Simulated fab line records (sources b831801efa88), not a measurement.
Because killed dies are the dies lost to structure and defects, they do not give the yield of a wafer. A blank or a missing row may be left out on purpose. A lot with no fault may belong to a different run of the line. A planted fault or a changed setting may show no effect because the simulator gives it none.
Struck lot and sound lot, side by side	flow sky130	14 steps out of a route of 708
Sound: the wafers L872.1, L872.3, L872.6. Wafers L879.3, L879.5, L879.6 were the ones struck. At the end, the cause is stated.
At each step with rows: each side's tool, then ch and its chambers, then its first start. Under that, the readings that differ: sound wafers	struck wafers	difference of the means	sigmas: that difference in standard deviations of wafers without a fault.
alike: same words and numbers on both sides, and readings whose means sit less than 2 such deviations apart. not compared: any withheld reading, any reading some wafer has no value for, any bound like >300 that may hide the same value, and any number with overlapping values for which the record gives no deviation.
The two part at a step that has a row with sigmas, a row that says differs or no value, or rows on one side only. Numbers that have no deviation but don't overlap get no sigmas and don't part them. Lack of a reading on every wafer of one side parts them only where that side has two or more wafers.

SKY_METAL3_SPUTTER_04: material TiN, target thk 70 nm, time 58.3 s.
  sound on pvd sputter-03 at day 40 15:46; struck on pvd sputter-01 at day 42 02:43
  alike: throttle valve pct
SKY_CAPM_CVD_00: deposits SiO2, target thk 15.5 nm.
  sound on pecvd-01 ch 0,1, day 40 15:49; struck on pecvd-02 ch 0,2, day 42 02:46
  alike: heater power w
SKY_CAPM_THK_MEAS_01:
  sound on film metro-02 at day 40 15:51; struck on film metro-01 at day 42 02:49
  alike: CAPM_CVD_00_THK
SKY_CAPM_SPUTTER_02: material TiN, target thk 200 nm, time 166.7 s.
  sound on pvd sputter-04 at day 40 15:55; struck on pvd sputter-04 at day 42 02:51
  alike: throttle valve pct
SKY_CAPM_RS_MEAS_03: the measuring method here is four-point-probe.
  sound on film metro-01 at day 40 16:01; struck on film metro-04 at day 42 03:00
  alike: CAPM_TIN_RS
SKY_CAPM_THK_MEAS_04: measures by xrf.
  sound on film metro-01 at day 40 16:08; struck on film metro-04 at day 42 03:06
  alike: CAPM_TIN_THK
then, 6 steps without rows for these wafers: SKY_CAPM_DEHYDRATE_05 (time 60 s); SKY_CAPM_HMDS_06 (prime time 60 s); SKY_CAPM_COAT_07 (resist thk 1140 nm); SKY_CAPM_SOFTBAKE_08 (time 60 s); SKY_CAPM_EXPOSE_09 (exposes mask CAPM, target cd 1000 nm); SKY_CAPM_PEB_10.
SKY_CAPM_DEVELOP_11: develop time 60 s.
  struck on litho track-04, day 43 01:54; sound on litho track-01 ch 0, day 41 14:53
  no value came back on the struck wafers for chill plate temp C (C), develop time s (s); on the sound wafers chill plate temp C (C) reads 22.84 22.86 22.90
SKY_CAPM_OVL_MEAS_12:
  sound on overlay-01 at day 41 15:02; struck on overlay-02 at day 43 02:01
reading	sound	struck	difference	sigmas
CAPM_OVL (nm)	-1.7 -1.0 -0.8	- - -	no value on the struck wafers	

WHERE THEY PART
Last at SKY_CAPM_OVL_MEAS_12 as far as this record goes, first at SKY_CAPM_DEVELOP_11.

WHY: what had been put in by the simulator
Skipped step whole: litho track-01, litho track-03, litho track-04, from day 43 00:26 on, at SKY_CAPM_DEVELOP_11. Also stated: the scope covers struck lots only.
